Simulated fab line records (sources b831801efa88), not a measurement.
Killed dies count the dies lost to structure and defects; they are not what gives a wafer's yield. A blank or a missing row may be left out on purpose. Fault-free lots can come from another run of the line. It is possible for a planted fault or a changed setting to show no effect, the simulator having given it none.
Problem report in the 8D (eight disciplines) form, filled by code | flow gf180mcu | the parts of the form that need people (team, actions taken, sign-off) are left out

== 1. THE PROBLEM ==
Mean of cd nm at GF_HV_LDD_CD_MEAS_31: 409.7 nm across 3 wafers in 2 lots; on wafers with no fault it is 399.5 nm (standard deviation 2.2). That is +4.6 standard deviations from the usual mean.
The step: target cd 400 nm.
Seen first at day 15 17:39 on cd sem-02, wafer L224.1. Wafers with a number at this step in the record: 42, from 14 lots. The rule behind "out" and "out of limits": a value lying over 4 standard deviations away from the usual mean. The other wafers with a number count as sound.

== 2. WHAT IT IS AND WHAT IT IS NOT ==
question                    | is                     | is not
which readings at this step | cd nm                  | -
which lots                  | L224, L225             | L211, L212, L213, L216, L217, L218, L219, L223, L231, L232, L233, L234
which wafers of those lots  | L224.1, L224.5, L225.5 | L224.4, L225.3, L225.6
read on which gauges        | cd sem-02              | cd sem-01
when                        | from day 15 17:39      | up to then (25 sound wafers); but 14 sound wafers of L225, L231, L232, L233, L234 came after

== 3. WHAT RULES OUT EACH SUSPECT ==
Counting: any tool at a process step up to the reading remains a suspect provided it ran every lot that is out. Sound lots after the first of them don't rule it out here, since some wafers of a struck lot are sound.
- ruled out: the gauge at GF_HV_LDD_CD_MEAS_31. All the wafers that are out were read on cd sem-02, but those of them that GF_HV_LDD_STRIP_37 has rows for are out there too, on other tools.
- litho track-02 at GF_HV_LDD_COAT_26 (resist thk 1000 nm): kept. Ran every lot that is out, first one L224 (day 15 06:30); last sound lot up to then L223 (day 15 04:03).
Left after counting: litho track-02 at GF_HV_LDD_COAT_26.

== 4. THE CAUSE (what the simulator had put in) ==
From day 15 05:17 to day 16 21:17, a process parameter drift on litho track-02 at GF_HV_LDD_COAT_26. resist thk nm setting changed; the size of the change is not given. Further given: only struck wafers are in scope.
Counting left only this tool.

== 5. THE CHAIN OF EFFECTS, in route order ==
Each row: a reading whose mean over the struck wafers that have a number lies more than 3 standard deviations from the usual. Scope: only readings with a usual standard deviation given in the record; hours: median across lots of the time from each lot's start at the first step in this table that gives one to its start at this step; sigmas: change in usual standard deviations.
hours | step                 | reading                  | usual    | on struck wafers | change | sigmas
0     | GF_HV_LDD_CD_MEAS_31 | cd nm                    | 399.5 nm | 409.7            | +10.2  | +4.6
1     | GF_HV_LDD_STRIP_37   | strip time to endpoint s | 12.64 s  | 11.43            | -1.21  | -32
It contains these process steps:
- GF_HV_LDD_STRIP_37: strips in O2/N2.

== 6. WHAT WOULD HAVE CAUGHT IT SOONER ==
The first out-of-limits reading at a measuring or inspecting step in this record came at day 15 17:39, 12 hours after the fault's start at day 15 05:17.
No tool reading at GF_HV_LDD_COAT_26 that has a usual standard deviation in the record was out on any struck wafer, so an alarm limit of 4 standard deviations on those readings would not have fired.
By day 15 17:39, every lot that is out (2) had started GF_HV_LDD_COAT_26 on litho track-02. Had the tool been put on hold then, not one of them would have been saved.
